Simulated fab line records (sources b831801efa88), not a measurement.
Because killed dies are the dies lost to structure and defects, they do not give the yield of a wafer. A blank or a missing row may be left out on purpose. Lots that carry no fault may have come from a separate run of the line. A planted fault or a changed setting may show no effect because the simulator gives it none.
Which of the tools did it?	flow sky130	72 wafers from 24 lots sampled at 5 of the route's 708 steps

== WHAT EACH GAUGE READ, for each wafer ==
SKY_VIA1_RS_MEAS_22: measures by four-point-probe.
lot	measured	on	VIA1_W_RS (ohm/sq)
L074	day 33 17:11	film_metro-02	0.438 0.437 0.433
L075	day 34 11:36	film_metro-04	0.426 0.429 0.430
L076	day 34 12:11	film_metro-02	0.421 0.427 0.426
L077	day 35 02:23	film_metro-02	0.430 0.428 0.428
L078	day 36 08:05	film_metro-01	0.433 0.437 0.435
L079	day 36 08:17	film_metro-02	0.422 0.429 0.432
L080	day 36 09:00	film_metro-04	0.434 0.429 0.433
L081	day 36 10:58	film_metro-04	0.432 0.429 0.427
L082	day 36 15:48	film_metro-01	0.427 0.425 0.428
L083	day 37 00:24	film_metro-01	0.434 0.433 0.437
L084	day 37 12:44	film_metro-02	0.428 0.431 0.437
L086	day 37 21:51	film_metro-02	0.437 0.431 0.436
L085	day 38 00:47	film_metro-01	0.430 0.422 0.426
L087	day 38 09:25	film_metro-04	0.435 0.436 0.431
L088	day 38 11:00	film_metro-01	0.430 0.431 0.428
L089	day 39 05:18	film_metro-04	0.431 0.437 0.429
L090	day 39 12:56	film_metro-01	0.437 0.436 0.437
L091	day 39 16:46	film_metro-04	0.427 0.424 0.432
L092	day 39 20:54	film_metro-01	0.432 0.431 0.429
L093	day 39 23:16	film_metro-02	0.425 0.430 0.424
L094	day 40 07:41	film_metro-04	0.430 0.435 0.433
L095	day 40 13:56	film_metro-04	0.428 0.430 0.428
L097	day 41 14:41	film_metro-01	0.427 0.427 0.428
L096	day 42 16:58	film_metro-02	0.430 0.432 0.430

SKY_METAL2_OVL_MEAS_16.
lot	measured	on	METAL2_OVL (nm)
L074	day 34 20:51	overlay-01	-11 -4 -17
L075	day 35 14:45	overlay-01	-4 -8 -5
L076	day 35 16:30	overlay-02	-10 -8 -21
L077	day 36 05:30	overlay-02	-2 -4 -4
L078	day 37 10:39	overlay-01	-10 -15 -10
L079	day 37 11:00	overlay-02	-3 -2 -4
L080	day 37 11:21	overlay-02	-7 -2 1
L081	day 37 13:27	overlay-01	-2 -4 -6
L082	day 37 18:19	overlay-02	5 2 -7
L083	day 38 03:33	overlay-02	-7 -6 -1
L084	day 38 15:48	overlay-01	-4 -1 -4
L086	day 39 00:33	overlay-01	-4 -11 -16
L085	day 39 03:15	overlay-02	-10 -5 -4
L087	day 39 10:58	overlay-01	-15 -10 -11
L088	day 39 12:20	overlay-01	-4 -8 -2
L089	day 40 07:31	overlay-02	2 -9 4
L090	day 40 14:19	overlay-01	-3 -3 -6
L091	day 40 17:59	overlay-02	-3 0 -6
L092	day 40 22:31	overlay-02	-13 2 -11
L093	day 41 00:01	overlay-02	-7 -4 -7
L094	day 41 08:09	overlay-02	-12 -12 -8
L095	day 41 15:12	overlay-02	2 0 0
L097	day 42 14:50	overlay-01	-10 1 -16
L096	day 43 16:57	overlay-01	1 -9 -11

SKY_VIA2_CD_MEAS_12: target cd 200 nm.
lot	measured	on	cd_nm (nm)
L074	day 36 00:14	cd_sem-01	201.6 201.7 202.5
L075	day 36 18:23	cd_sem-01	201.4 200.6 199.0
L076	day 36 19:22	cd_sem-02	198.0 199.4 198.5
L077	day 37 09:17	cd_sem-01	201.0 201.6 201.2
L078	day 38 14:25	cd_sem-02	200.1 199.7 200.9
L079	day 38 14:46	cd_sem-01	202.1 203.9 202.3
L080	day 38 15:04	cd_sem-02	199.3 198.7 198.8
L081	day 38 16:57	cd_sem-02	200.6 200.3 199.5
L082	day 38 21:33	cd_sem-02	201.8 202.0 202.3
L083	day 39 06:28	cd_sem-01	198.8 198.5 197.9
L084	day 39 18:40	cd_sem-02	201.6 201.2 201.7
L086	day 40 03:17	cd_sem-02	202.5 203.2 201.9
L085	day 40 05:01	cd_sem-02	199.4 200.2 200.1
L087	day 40 13:32	cd_sem-02	200.7 199.2 200.1
L088	day 40 14:29	cd_sem-02	201.3 201.2 202.0
L089	day 41 09:47	cd_sem-01	197.3 198.9 200.0
L090	day 41 15:45	cd_sem-02	200.1 199.6 198.7
L091	day 41 21:02	cd_sem-01	202.6 202.8 203.1
L092	day 42 00:11	cd_sem-01	201.6 200.1 200.8
L093	day 42 02:02	cd_sem-01	201.6 200.4 200.6
L094	day 42 09:22	cd_sem-02	199.3 199.4 200.0
L095	day 42 15:17	cd_sem-01	199.7 199.6 199.7
L097	day 43 15:01	cd_sem-02	200.8 199.4 200.4
L096	day 44 16:46	cd_sem-01	200.5 200.7 201.1

== TOOL THAT RAN EACH LOT (tool first, then ch and the chambers of the sampled wafers, then the start) ==
lot	SKY_VIA1_ETCH_15	SKY_VIA2_CMP_02
L074	rie_diel-01 ch 0,1, day 33 16:23	cmp-02 ch 0,2,3, day 34 21:55
L075	rie_diel-04 ch 0,1,3, day 34 10:41	cmp-01 ch 0,1, day 35 15:47
L076	rie_diel-01 ch 1,2,3, day 34 11:20	cmp-02 ch 0,3, day 35 17:33
L077	rie_diel-04 ch 1,2, day 35 01:31	cmp-02 ch 0,1,2, day 36 06:35
L078	rie_diel-04 ch 0,1,2, day 36 07:16	cmp-01 ch 0,1,3, day 37 11:44
L079	rie_diel-02 ch 2,3, day 36 07:26	cmp-02 ch 0,3, day 37 11:59
L080	rie_diel-01 ch 0,1, day 36 08:13	cmp-01 ch 0,3, day 37 12:23
L081	rie_diel-04 ch 0,1, day 36 10:05	cmp-01 ch 2,3, day 37 14:27
L082	rie_diel-04 ch 0,1,3, day 36 14:56	cmp-02 ch 1,2, day 37 19:22
L083	rie_diel-02 ch 0,3, day 36 23:36	cmp-01 ch 0,2,3, day 38 04:36
L084	rie_diel-01 ch 1,2,3, day 37 11:56	cmp-01 ch 2,3, day 38 17:24
L086	rie_diel-02 ch 0,2, day 37 21:02	cmp-01 ch 0,3, day 39 01:52
L085	rie_diel-02 ch 1,2,3, day 37 23:59	cmp-02 ch 0,2,3, day 39 04:17
L087	rie_diel-04 ch 0,2, day 38 08:37	cmp-02 ch 0,1,3, day 39 12:26
L088	rie_diel-02 ch 0,1, day 38 10:11	cmp-02 ch 0,2,3, day 39 13:32
L089	rie_diel-02 ch 2,3, day 39 04:29	cmp-01 ch 0,1,3, day 40 08:40
L090	rie_diel-02 ch 0,3, day 39 12:02	cmp-01 ch 1,2,3, day 40 15:18
L091	rie_diel-01 ch 0,3, day 39 15:58	cmp-01 ch 0,1,2, day 40 19:58
L092	rie_diel-02 ch 0,2,3, day 39 20:05	cmp-01 ch 0,1, day 40 23:43
L093	rie_diel-04 ch 2,3, day 39 22:23	cmp-01 ch 0,1, day 41 01:09
L094	rie_diel-02 ch 0,1,3, day 40 06:53	cmp-01 ch 0,1,3, day 41 09:13
L095	rie_diel-02 ch 2,3, day 40 13:08	cmp-02 ch 0,1,3, day 41 16:22
L097	rie_diel-04 ch 0,2, day 41 13:53	cmp-01 ch 1,3, day 42 15:50
L096	rie_diel-02 ch 0,1,2, day 42 16:11	cmp-01 ch 0,2,3, day 43 18:01
- SKY_VIA1_ETCH_15: etches SiO2 in C4F8/O2/Ar, stops on TiN, target depth 351 nm, time 54 s.
- SKY_VIA2_CMP_02: polishes SiO2.

== WHAT THE TOOLS THEMSELVES READ (means of the sampled wafers that have a number; where no wafer has one, the mark that the record gives instead) ==
SKY_VIA1_ETCH_15.
lot	tool	oes_product_au (a.u.)
L074	rie_diel-01	0.986
L075	rie_diel-04	0.984
L076	rie_diel-01	0.991
L077	rie_diel-04	0.981
L078	rie_diel-04	0.986
L079	rie_diel-02	0.984
L080	rie_diel-01	0.988
L081	rie_diel-04	0.987
L082	rie_diel-04	0.990
L083	rie_diel-02	0.986
L084	rie_diel-01	0.992
L086	rie_diel-02	0.985
L085	rie_diel-02	0.985
L087	rie_diel-04	0.984
L088	rie_diel-02	0.994
L089	rie_diel-02	0.987
L090	rie_diel-02	0.988
L091	rie_diel-01	0.984
L092	rie_diel-02	0.987
L093	rie_diel-04	0.983
L094	rie_diel-02	0.992
L095	rie_diel-02	0.983
L097	rie_diel-04	0.989
L096	rie_diel-02	0.985

SKY_VIA2_CMP_02.
lot	tool	motor_current_A (A)	slurry_filter_dp_kPa (kPa)	slurry_flow_ml_min
L074	cmp-02	13.1	13.63	149.8
L075	cmp-01	13.3	13.53	150.1
L076	cmp-02	13.5	13.61	150.2
L077	cmp-02	12.2	13.52	149.8
L078	cmp-01	13.3	13.43	150.0
L079	cmp-02	13.4	13.48	150.3
L080	cmp-01	14.1	13.58	150.2
L081	cmp-01	13.2	13.65	149.7
L082	cmp-02	11.8	13.48	149.8
L083	cmp-01	14.1	13.56	149.8
L084	cmp-01	13.0	13.60	149.7
L086	cmp-01	13.7	13.46	150.2
L085	cmp-02	13.1	13.46	150.0
L087	cmp-02	12.6	13.57	149.5
L088	cmp-02	12.7	13.60	150.0
L089	cmp-01	13.6	13.56	149.7
L090	cmp-01	12.9	13.45	150.1
L091	cmp-01	14.0	13.46	149.6
L092	cmp-01	14.6	13.49	150.2
L093	cmp-01	14.1	13.50	150.2
L094	cmp-01	13.5	13.46	150.4
L095	cmp-02	13.0	13.69	149.7
L097	cmp-01	12.7	13.45	150.1
L096	cmp-01	13.5	13.51	150.2

== THE ANSWER, worked out from the rows above alone ==
Rule: the lots themselves supply what counts as usual. The widest of any qualifying gaps counts: lots, ordered by their means at a reading, are off when they make up no more than a third of the lots, leave a main group of 4 or more, and stand apart from it by 3 or more times the standard deviation of that group's means. A main group whose means are all the same, to the digits that the tables above print for the reading, isn't used. A lot without any number at a reading at which 4 lots or more have one is off too. The other lots that the step has rows for count as sound. Order of review: gauges by route order, followed by the tools' own readings, for which a lot's mean as printed above is used. At the first step where some lot is off, the reading lying furthest off is the one used; lots without a number count as furthest.
Across all readings shown, no lot is off: no conclusion can be drawn from this.

== WHAT THE SIMULATOR HAD PUT IN ==
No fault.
